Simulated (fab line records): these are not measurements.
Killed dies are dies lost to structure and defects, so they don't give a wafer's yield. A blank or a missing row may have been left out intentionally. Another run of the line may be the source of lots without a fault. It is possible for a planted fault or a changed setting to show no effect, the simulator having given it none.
Which tool is to blame? | flow sky130 | Sampling: 15 lots, 45 wafers, 4 of 708 route steps

## WHAT THE GAUGES READ, wafer by wafer
SKY_NWELL_TW_MEAS_26. Usual: for NWELL_2_TW the level is 493.9 and the standard deviation is 2.3.
lot  | measured     | on            | NWELL_2_TW        | flag
L862 | day 5 11:50  | film metro-01 | 494.4 495.2 494.7 |
L864 | day 6 02:22  | film metro-01 | 493.2 494.8 494.7 |
L865 | day 6 04:08  | film metro-03 | 496.3 496.7 493.2 |
L866 | day 6 17:05  | film metro-01 | 493.2 493.3 494.8 |
L867 | day 6 21:34  | film metro-01 | 494.5 496.8 497.1 |
L869 | day 7 08:22  | film metro-03 | 497.4 497.2 497.1 |
L871 | day 7 17:30  | film metro-01 | 495.1 498.2 494.7 |
L873 | day 8 06:17  | film metro-02 | 492.1 495.0 495.6 |
L875 | day 8 22:38  | film metro-01 | 494.4 496.3 496.1 |
L876 | day 9 06:08  | film metro-02 | 492.8 488.5 491.7 |
L880 | day 10 00:14 | film metro-03 | 494.0 495.2 494.6 |
L881 | day 10 07:52 | film metro-02 | 492.0 491.2 489.7 |
L882 | day 10 13:25 | film metro-02 | 489.3 490.3 491.0 |
L883 | day 10 18:29 | film metro-01 | 494.6 497.4 495.1 |
L884 | day 11 04:26 | film metro-01 | 496.3 493.2 495.6 |

SKY_NWELL_RS_MEAS_31: measures by four-point-probe. Usual: for PWDE_RS the level is 5272 ohm/sq and the standard deviation is 15.
lot  | measured     | on            | PWDE_RS (ohm/sq) | flag
L862 | day 5 12:17  | film metro-02 | 5271 5286 5280   |
L864 | day 6 02:53  | film metro-01 | 5280 5262 5277   |
L865 | day 6 04:36  | film metro-02 | 5273 5261 5266   |
L866 | day 6 17:32  | film metro-03 | 5255 5264 5267   |
L867 | day 6 22:01  | film metro-03 | 5271 5270 5275   |
L869 | day 7 08:49  | film metro-02 | 5255 5281 5260   |
L871 | day 7 17:58  | film metro-02 | 5239 5278 5241   |
L873 | day 8 06:44  | film metro-01 | 5268 5266 5272   |
L875 | day 8 23:07  | film metro-03 | 5263 5279 5254   |
L876 | day 9 06:35  | film metro-03 | 5277 5268 5241   |
L880 | day 10 00:41 | film metro-02 | 5246 5258 5272   |
L881 | day 10 08:20 | film metro-01 | 5276 5279 5260   |
L882 | day 10 13:52 | film metro-03 | 5280 5289 5276   |
L883 | day 10 18:56 | film metro-03 | 5266 5248 5278   |
L884 | day 11 05:00 | film metro-01 | 5286 5285 5279   |

## TOOL THAT RAN EACH LOT (tool first, then ch and the chambers of the sampled wafers, then the start)
lot  | SKY_NWELL_STRIP_14                   | SKY_NWELL_RTA_28
L862 | plasma asher-01 ch 0,1, day 4 17:44  | rtp anneal-01 ch 0, day 5 11:57
L864 | plasma asher-03 ch 0,1, day 5 08:11  | rtp anneal-02 ch 0, day 6 02:33
L865 | plasma asher-04 ch 0,1, day 5 09:50  | rtp anneal-01 ch 0, day 6 04:16
L866 | plasma asher-03 ch 0,1, day 5 21:41  | rtp anneal-02 ch 0, day 6 17:12
L867 | plasma asher-01 ch 0,1, day 6 02:07  | rtp anneal-02 ch 0, day 6 21:40
L869 | plasma asher-03 ch 0,1, day 6 11:59  | rtp anneal-01 ch 0, day 7 08:29
L871 | plasma asher-04 ch 1, day 6 21:47    | rtp anneal-01 ch 0, day 7 17:37
L873 | plasma asher-01 ch 0,1, day 7 10:32  | rtp anneal-02 ch 0, day 8 06:24
L875 | plasma asher-01 ch 0,1, day 8 01:01  | rtp anneal-01 ch 0, day 8 22:46
L876 | plasma asher-01 ch 0,1, day 8 09:10  | rtp anneal-01 ch 0, day 9 06:14
L880 | plasma asher-03 ch 0,1, day 9 02:14  | rtp anneal-01 ch 0, day 10 00:21
L881 | plasma asher-03 ch 0,1, day 9 09:44  | rtp anneal-02 ch 0, day 10 07:59
L882 | plasma asher-04 ch 1, day 9 14:50    | rtp anneal-02 ch 0, day 10 13:31
L883 | plasma asher-04 ch 0,1, day 9 20:17  | rtp anneal-01 ch 0, day 10 18:36
L884 | plasma asher-04 ch 0,1, day 10 04:43 | rtp anneal-01 ch 0, day 11 04:35
- SKY_NWELL_STRIP_14: strips in O2/N2.
- SKY_NWELL_RTA_28: time 30 s.

## WHAT THE TOOLS THEMSELVES READ (means of the sampled wafers that have a number; where no wafer has one, the mark that the record gives instead)
SKY_NWELL_STRIP_14. Usual: chamber pressure mTorr 1500.0 mTorr, standard deviation 1.5; drypump motor current A 5.8 A, standard deviation 0.56; o2 flow sccm 2998 sccm, standard deviation 9.3; oes product au 0.723 a.u., standard deviation 0.0048; strip time to endpoint s 36.93 s, standard deviation 0.1.
lot  | tool            | chamber pressure mTorr (mTorr) | drypump motor current A (A) | o2 flow sccm (sccm) | oes product au (a.u.) | strip time to endpoint s (s) | flag
L862 | plasma asher-01 | 1499.1                         | 5.7                         | 3003                | 0.723                 | 36.99                        |
L864 | plasma asher-03 | 1501.0                         | 6.0                         | 2994                | 0.720                 | 36.78                        |
L865 | plasma asher-04 | 1499.4                         | 5.7                         | 3003                | 0.719                 | 36.90                        |
L866 | plasma asher-03 | 1499.5                         | 6.0                         | 3001                | 0.723                 | 36.91                        |
L867 | plasma asher-01 | 1500.8                         | 5.7                         | 3010                | 0.721                 | 36.87                        |
L869 | plasma asher-03 | 1499.7                         | 6.0                         | 2993                | 0.723                 | 37.03                        |
L871 | plasma asher-04 | 1499.6                         | 5.3                         | 2998                | 0.723                 | 36.96                        |
L873 | plasma asher-01 | 1500.6                         | 5.7                         | 3001                | 0.664                 | 36.95                        | OFF
L875 | plasma asher-01 | 1499.6                         | 5.3                         | 2991                | 0.666                 | 37.08                        | OFF
L876 | plasma asher-01 | 1499.9                         | 5.3                         | 2994                | 0.661                 | 36.90                        | OFF
L880 | plasma asher-03 | 1499.7                         | 6.0                         | 2991                | 0.725                 | 36.90                        |
L881 | plasma asher-03 | 1500.0                         | 6.0                         | 3007                | 0.720                 | 36.84                        |
L882 | plasma asher-04 | 1499.6                         | 5.3                         | 2996                | 0.726                 | 36.91                        |
L883 | plasma asher-04 | 1498.8                         | 5.7                         | 2985                | 0.726                 | 36.93                        |
L884 | plasma asher-04 | 1498.6                         | 5.7                         | 3005                | 0.724                 | 37.07                        |

SKY_NWELL_RTA_28. Usual: lamp power pct 25.31 %, standard deviation 0.047; wafer_temp_C_max 1054.9, standard deviation 1.
lot  | tool          | lamp power pct (%) | wafer_temp_C_max | flag
L862 | rtp anneal-01 | 25.29              | 1054.2           |
L864 | rtp anneal-02 | 25.34              | 1054.9           |
L865 | rtp anneal-01 | 25.30              | 1054.9           |
L866 | rtp anneal-02 | 25.33              | 1055.0           |
L867 | rtp anneal-02 | 25.27              | 1054.6           |
L869 | rtp anneal-01 | 25.29              | 1055.2           |
L871 | rtp anneal-01 | 25.29              | 1053.9           |
L873 | rtp anneal-02 | 25.31              | 1055.1           |
L875 | rtp anneal-01 | 25.29              | 1054.6           |
L876 | rtp anneal-01 | 25.36              | 1056.5           |
L880 | rtp anneal-01 | 25.29              | 1055.3           |
L881 | rtp anneal-02 | 25.34              | 1054.6           |
L882 | rtp anneal-02 | 25.30              | 1054.5           |
L883 | rtp anneal-01 | 25.34              | 1054.4           |
L884 | rtp anneal-01 | 25.34              | 1054.3           |

## THE ANSWER, worked out from the rows above alone
Rule: a lot counts as off when the mean over its wafers that have a number is more than 3 standard deviations away from the usual mean. Also off: a lot with no number at a reading for which 4 or more lots have one. Where the step has rows for the other lots, those lots are counted as sound. After the gauges, taken in route order, come the tools' own readings; for these a lot's mean is taken, as printed above. The first step at which some lot is off is used, and at that step the reading that is off furthest; a lot without a number counts as furthest.
Off: L873, L875, L876, at SKY_NWELL_STRIP_14 (oes product au).
A tool fits if, at that step or a process step before it, it ran every lot that is off, and no sound lot after the first of them. One fits: SKY_NWELL_STRIP_14 on plasma asher-01. A fault onset in the window from L867 (day 6 02:07, its last sound lot) to L873 (day 7 10:32, its first lot off) fits.
The tool's own readings at SKY_NWELL_STRIP_14 bear it out: on the lots that are off they differ by more than 5 times the standard deviation of the sound lots' means. oes product au reads 0.664 a.u. there against 0.723 a.u. on the sound lots.

## WHAT HAD BEEN PUT IN BY THE SIMULATOR
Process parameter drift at SKY_NWELL_STRIP_14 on plasma asher-01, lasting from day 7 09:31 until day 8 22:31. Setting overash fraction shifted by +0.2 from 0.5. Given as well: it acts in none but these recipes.
Shown lots that were struck: L873, L875, L876. The same result came from the rule above.
